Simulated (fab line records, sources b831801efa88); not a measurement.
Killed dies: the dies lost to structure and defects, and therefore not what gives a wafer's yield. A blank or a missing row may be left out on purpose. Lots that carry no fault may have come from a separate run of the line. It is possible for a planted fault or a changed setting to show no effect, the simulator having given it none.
Which tool did it? + flow sky130 + 36 wafers from 12 lots sampled at 5 of the route's 708 steps

WHAT THE GAUGES SHOWED, per wafer
SKY_NWELL_THK_MEAS_02.
| lot  | measured    | on           | NWELL_OXIDATION_THK (nm) |
|------|-------------|--------------|--------------------------|
| L464 | day 2 11:26 | filmMetro-03 | 10.03 9.96 9.95          |
| L469 | day 3 15:50 | filmMetro-04 | 9.83 9.91 9.97           |
| L468 | day 3 15:52 | filmMetro-03 | 10.12 9.90 10.00         |
| L470 | day 3 21:09 | filmMetro-03 | 10.23 10.05 9.96         |
| L471 | day 4 06:17 | filmMetro-02 | 9.83 9.89 9.95           |
| L473 | day 4 16:37 | filmMetro-04 | 9.86 9.77 10.02          |
| L475 | day 5 00:06 | filmMetro-02 | 10.17 10.23 10.23        |
| L476 | day 5 08:38 | filmMetro-02 | 9.96 9.85 9.93           |
| L480 | day 6 13:57 | filmMetro-03 | 9.92 9.97 10.14          |
| L484 | day 7 08:02 | filmMetro-03 | 9.83 9.51 9.68           |
| L485 | day 7 12:06 | filmMetro-04 | 9.81 9.83 9.75           |
| L486 | day 7 13:28 | filmMetro-04 | 10.12 10.00 10.05        |

SKY_DNWELL_TW_MEAS_09.
| lot  | measured    | on           | DNWELL_TW      |
|------|-------------|--------------|----------------|
| L464 | day 3 03:31 | filmMetro-02 | 1102 1112 1110 |
| L469 | day 4 09:14 | filmMetro-03 | 1119 1118 1121 |
| L468 | day 4 09:53 | filmMetro-03 | 1121 1122 1120 |
| L470 | day 4 15:09 | filmMetro-03 | 1121 1123 1121 |
| L471 | day 5 00:50 | filmMetro-02 | 1111 1114 1115 |
| L473 | day 5 10:22 | filmMetro-02 | 1112 1104 1111 |
| L475 | day 5 18:33 | filmMetro-04 | 1126 1131 1126 |
| L476 | day 6 01:50 | filmMetro-04 | 1109 1109 1107 |
| L480 | day 7 08:02 | filmMetro-04 | 1114 1115 1109 |
| L484 | day 8 04:46 | filmMetro-02 | 1100 1101 1108 |
| L485 | day 8 09:25 | filmMetro-04 | 1110 1117 1116 |
| L486 | day 8 10:31 | filmMetro-03 | 1123 1126 1120 |

SKY_NWELL_RS_MEAS_29: the measuring method here is four-point-probe.
| lot  | measured     | on           | NWELL_RS (ohm/sq) |
|------|--------------|--------------|-------------------|
| L464 | day 5 07:31  | filmMetro-03 | 627.8 627.3 626.5 |
| L469 | day 6 15:57  | filmMetro-02 | 624.1 623.0 624.4 |
| L468 | day 6 17:31  | filmMetro-04 | 624.1 623.7 624.0 |
| L470 | day 6 23:20  | filmMetro-03 | 624.1 624.7 623.9 |
| L471 | day 7 07:04  | filmMetro-03 | 622.6 623.6 622.6 |
| L473 | day 7 19:00  | filmMetro-04 | 626.2 625.7 625.3 |
| L475 | day 8 02:07  | filmMetro-04 | 624.7 623.8 624.8 |
| L476 | day 8 12:18  | filmMetro-02 | 623.7 623.4 624.8 |
| L480 | day 10 00:11 | filmMetro-04 | 627.2 626.9 626.9 |
| L484 | day 10 22:29 | filmMetro-03 | 639.8 641.0 638.6 |
| L485 | day 11 03:11 | filmMetro-03 | 637.3 639.9 638.4 |
| L486 | day 11 05:27 | filmMetro-03 | 636.4 637.5 636.4 |

TOOL THAT RAN EACH LOT (tool first, then ch and the chambers of the sampled wafers, then the start)
| lot  | SKY_NWELL_IMPLANT_11            | SKY_NWELL_STRIP_25                  |
|------|---------------------------------|-------------------------------------|
| L464 | implanter-01 ch 0, day 4 12:52  | plasmaAsher-04 ch 0,1, day 5 07:13  |
| L469 | implanter-04 ch 0, day 5 21:43  | plasmaAsher-03 ch 0,1, day 6 15:38  |
| L468 | implanter-01 ch 0, day 5 22:49  | plasmaAsher-03 ch 0,1, day 6 17:12  |
| L470 | implanter-04 ch 0, day 6 03:40  | plasmaAsher-04 ch 0,1, day 6 23:01  |
| L471 | implanter-03 ch 0, day 6 12:11  | plasmaAsher-03 ch 0,1, day 7 06:45  |
| L473 | implanter-01 ch 0, day 6 22:43  | plasmaAsher-03 ch 0,1, day 7 18:40  |
| L475 | implanter-03 ch 0, day 7 05:25  | plasmaAsher-03 ch 0,1, day 8 01:49  |
| L476 | implanter-03 ch 0, day 7 14:29  | plasmaAsher-01 ch 0,1, day 8 11:59  |
| L480 | implanter-04 ch 0, day 9 02:05  | plasmaAsher-04 ch 1, day 9 23:52    |
| L484 | implanter-01 ch 0, day 9 23:05  | plasmaAsher-01 ch 0,1, day 10 22:10 |
| L485 | implanter-01 ch 0, day 10 04:07 | plasmaAsher-03 ch 0,1, day 11 02:51 |
| L486 | implanter-01 ch 0, day 10 05:38 | plasmaAsher-04 ch 0,1, day 11 05:08 |
- SKY_NWELL_IMPLANT_11
- SKY_NWELL_STRIP_25: strips in O2/N2.

AS READ BY THE TOOLS THEMSELVES (means over the sampled wafers that have a number; for cases with no such wafer, the mark the record gives instead)
SKY_NWELL_IMPLANT_11.
| lot  | tool         | beamEnergyKeV |
|------|--------------|---------------|
| L464 | implanter-01 | 400.00        |
| L469 | implanter-04 | 400.00        |
| L468 | implanter-01 | 400.05        |
| L470 | implanter-04 | 400.12        |
| L471 | implanter-03 | 399.97        |
| L473 | implanter-01 | 400.10        |
| L475 | implanter-03 | 400.01        |
| L476 | implanter-03 | 400.04        |
| L480 | implanter-04 | 400.02        |
| L484 | implanter-01 | 367.34        |
| L485 | implanter-01 | 367.28        |
| L486 | implanter-01 | 367.24        |

SKY_NWELL_STRIP_25.
| lot  | tool           | drypumpMotorCurrentA (A) | n2FlowSccm (sccm) | oesProductAu (a.u.) | stripTimeToEndpointS (s) |
|------|----------------|--------------------------|-------------------|---------------------|--------------------------|
| L464 | plasmaAsher-04 | 5.1                      | 300.3             | 0.722               | 37.06                    |
| L469 | plasmaAsher-03 | 6.2                      | 301.1             | 0.721               | 36.88                    |
| L468 | plasmaAsher-03 | 6.0                      | 300.8             | 0.721               | 37.14                    |
| L470 | plasmaAsher-04 | 5.1                      | 300.3             | 0.719               | 36.87                    |
| L471 | plasmaAsher-03 | 6.1                      | 300.2             | 0.721               | 36.97                    |
| L473 | plasmaAsher-03 | 6.0                      | 300.5             | 0.720               | 36.81                    |
| L475 | plasmaAsher-03 | 6.2                      | 300.1             | 0.723               | 36.77                    |
| L476 | plasmaAsher-01 | 5.4                      | 300.5             | 0.723               | 36.87                    |
| L480 | plasmaAsher-04 | 4.8                      | 299.2             | 0.723               | 36.88                    |
| L484 | plasmaAsher-01 | 5.1                      | 299.5             | 0.722               | 36.86                    |
| L485 | plasmaAsher-03 | 6.2                      | 299.7             | 0.721               | 36.94                    |
| L486 | plasmaAsher-04 | 5.0                      | 300.2             | 0.723               | 36.88                    |

THE ANSWER, worked out from the rows above alone
Rule: usual is defined by the lots themselves. Put in order of their means at a reading, lots are off if they are a third of the lots or fewer, leave a main group of 4 or more, and stand apart from it by a gap of 3 or more times the standard deviation of the main group's means; of several such gaps the widest counts. Not used: any main group whose means are identical at the precision the tables above print for the reading. A lot without any number at a reading at which 4 lots or more have one is off too. The other lots that the step has rows for count as sound. Order of review: gauges by route order, followed by the tools' own readings, for which a lot's mean as printed above is used. The first step at which some lot is off is used, and at that step the reading that is off furthest; a lot without a number counts as furthest.
Off: L484, L485, L486, at SKY_NWELL_RS_MEAS_29 (NWELL_RS). Mean 624.8 ohm/sq and standard deviation 1.4 in the main group.
A tool fits if, at a process step before that reading, it ran every lot that is off, and no sound lot after the first of them. Not tried: the gauges at SKY_NWELL_RS_MEAS_29; whatever is off there is also off at SKY_NWELL_IMPLANT_11, on other tools, and gauge error can't account for it. One fits: SKY_NWELL_IMPLANT_11 on implanter-01. A fault onset in the window from L473 (day 6 22:43, its last sound lot) to L484 (day 9 23:05, its first lot off) fits.
On the lots that are off, the tool's own readings at SKY_NWELL_IMPLANT_11 differ by more than 5 times the standard deviation of the sound lots' means, which bears it out; beamEnergyKeV reads 367.29 there versus 400.03 on the sound lots.

WHAT HAD BEEN PUT IN BY THE SIMULATOR
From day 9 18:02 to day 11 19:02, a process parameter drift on implanter-01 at SKY_NWELL_IMPLANT_11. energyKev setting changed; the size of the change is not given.
Shown lots that were struck: L484, L485, L486. This agrees with what the rule above found.
